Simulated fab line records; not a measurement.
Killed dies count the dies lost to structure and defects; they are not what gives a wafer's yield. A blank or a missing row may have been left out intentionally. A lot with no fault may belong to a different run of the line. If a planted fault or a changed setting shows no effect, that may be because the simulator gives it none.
Lot-split experiment -- flow sfq line -- 23 wafers read across 5 lots, on a route 325 steps long

THE SPLIT
At SFQ_TRILAYER_M0_LITHO_COAT_026 (resist thk 62 nm), the setting spin rpm was moved away from the recipe's 3000 rpm on 8 of the 23 wafers read, by -6.2% to +3.6%. All remaining wafers had this setting at the recipe value.

The split's own step is where the reading is taken.

THE READING
BARC_of_TRILAYER_M0_LITHO_COAT_026.thk nm (the simulator's own value, which no gauge read), in nm, at SFQ_TRILAYER_M0_LITHO_COAT_026 (resist thk 62 nm). The file does not state a usual value for it. Here, 15 wafers ran the recipe; their average is 62.17 nm with a standard deviation of 0.26 nm.

wafer,"tool, chamber at the split","spin rpm as run, rpm",against the recipe,"BARC_of_TRILAYER_M0_LITHO_COAT_026.thk nm, nm",against lot-mates on the recipe
L074.1,"litho track-02, 0",3107,+3.6%,61.05,-0.91
L074.3,"litho track-02, 0",3107,+3.6%,60.91,-1.05
L074.4,"litho track-02, 0",3000,recipe,61.97,-
L074.5,"litho track-02, 0",3107,+3.6%,60.83,-1.13
L074.6,"litho track-02, 0",3000,recipe,61.95,-
L076.1,"litho track-02, 0",3000,recipe,62.53,-
L076.5,"litho track-02, 0",3000,recipe,62.53,-
L076.3,"litho track-02, 0",3000,recipe,62.63,-
L076.4,"litho track-02, 0",3000,recipe,62.32,-
L076.6,"litho track-02, 0",3000,recipe,62.41,-
L077.2,"litho track-02, 0",3068,+2.3%,61.4,-0.48
L077.3,"litho track-02, 0",3000,recipe,61.76,-
L077.4,"litho track-02, 0",3068,+2.3%,61.36,-0.52
L077.5,"litho track-02, 0",3000,recipe,61.87,-
L077.6,"litho track-02, 0",3000,recipe,62,-
L083.1,"litho track-04, 0",3000,recipe,62.25,-
L083.2,"litho track-04, 0",2813,-6.2%,64.54,+2.30
L083.3,"litho track-04, 0",3000,recipe,62.24,-
L083.4,"litho track-04, 0",2813,-6.2%,64.42,+2.17
L083.5,"litho track-04, 0",2813,-6.2%,64.33,+2.08
L085.2,"litho track-04, 0",3000,recipe,62.1,-
L085.4,"litho track-04, 0",3000,recipe,62.07,-
L085.5,"litho track-04, 0",3000,recipe,61.86,-

FIT RESULTS
A straight line over all 23 wafers: BARC_of_TRILAYER_M0_LITHO_COAT_026.thk nm changes by -0.358 nm for each +1% of spin rpm; r = -0.97; the points scatter about the line by 0.23 nm.
The same after taking each lot's own level away (the mean of its wafers on the recipe; 23 wafers): -0.327 nm for each +1%; r = -0.99; scatter 0.13 nm.
According to that fit, moving spin rpm by its largest amount changes the reading by 2 nm.
Across the lots, their own levels run from 61.877 to 62.484 nm, a range of 2.3 times the standard deviation given above.
The two slopes are in agreement: the lot-to-lot level therefore moves the slope only a little.
Check: +2.02 nm against its lot-mates is what the line predicts for one of the wafers moved furthest among these (-6.2%) when that wafer is left out of the fit. It came out at +2.3 nm against them.

OTHER SPLITS ON THESE WAFERS
These wafers also went through other splits before the reading. Each is held against what the fit with the lots' levels taken away leaves over:
other split on the same wafers,wafers away from the commonest value,r with BARC_of_TRILAYER_M0_LITHO_COAT_026.thk nm (lot level and that fit taken away)
SFQ_TRILAYER_L0_LITHO_PEB_008 peb temp c,7,+0.05
SFQ_TRILAYER_L0_VIA_LITHO_COAT_018 spin rpm,6,+0.09
SFQ_TRILAYER_L0_VIA_LITHO_EXPOSE_014 dose mj,6,+0.33
SFQ_TRILAYER_M0_DEP_SPUTTER_019 time s,7,+0.09

THE FILE'S OWN FIT
BARC_of_TRILAYER_M0_LITHO_COAT_026.thk nm changes by -0.324 nm for each +1% of spin rpm, r = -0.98.
